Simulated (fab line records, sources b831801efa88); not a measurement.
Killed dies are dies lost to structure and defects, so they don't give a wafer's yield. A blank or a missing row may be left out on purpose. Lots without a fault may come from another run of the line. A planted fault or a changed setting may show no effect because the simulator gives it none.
Chamber matching | flow sky130 | SKY_FIELD_ISO_ETCH_17 on rie_si-02: 4 sister chambers
The step etches Si in HBr/Cl2/O2, target depth 342 nm, time 97.7 s. 7 wafers are shown with their chamber, then 9 later ones without.

WAFERS WITH THEIR CHAMBER
wafer  | chamber | drypump_motor_current_A (A) | oes_product_au (a.u.)
L120.5 | 0       | 5.7                         | 1.011
L124.1 | 1       | 5.0                         | 1.007
L124.3 | 2       | 5.7                         | 1.011
L124.5 | 3       | 5.0                         | 1.012
L130.3 | 1       | 5.0                         | 0.997
L130.5 | 3       | 5.1                         | 1.024
L130.6 | 2       | 5.7                         | 1.000

WAFERS WITHOUT THEIR CHAMBER
wafer  | drypump_motor_current_A (A) | oes_product_au (a.u.)
L133.2 | 5.0                         | 1.016
L133.4 | 5.7                         | 1.004
L133.5 | 5.7                         | 1.022
L137.2 | 5.1                         | 1.021
L137.3 | 5.7                         | 1.021
L137.5 | 5.7                         | 0.993
L139.1 | 5.1                         | 1.003
L139.2 | 5.7                         | 1.008
L139.5 | 5.1                         | 0.997

WHICH CHAMBER EACH WENT THROUGH
wafer  | from the rows above     | in truth
L133.2 | can't be placed: 3 or 1 | 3
L133.4 | can't be placed: 2 or 0 | 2
L133.5 | can't be placed: 0 or 2 | 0
L137.2 | 3                       | 3
L137.3 | can't be placed: 0 or 2 | 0
L137.5 | can't be placed: 2 or 0 | 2
L139.1 | can't be placed: 3 or 1 | 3
L139.2 | can't be placed: 2 or 0 | 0
L139.5 | can't be placed: 1 or 3 | 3
Placed correctly: 1 of 9. Can't be placed from these rows: 8 (the true chamber is among the candidates in 8). Placed wrongly: 0.
How it was worked out, from the rows above alone: a wafer's distance from a chamber is the root of the sum, over the readings, of the square of ((its reading less the chamber's mean) divided by the reading's scatter). The wafer belongs to the nearest chamber; if the next one is less than 2 further off, it can't be placed. A chamber's mean is the mean of its shown wafers. The scatter: the root of (the sum of the squares of (reading less its chamber's mean) over the shown wafers, divided by (wafers less chambers)).
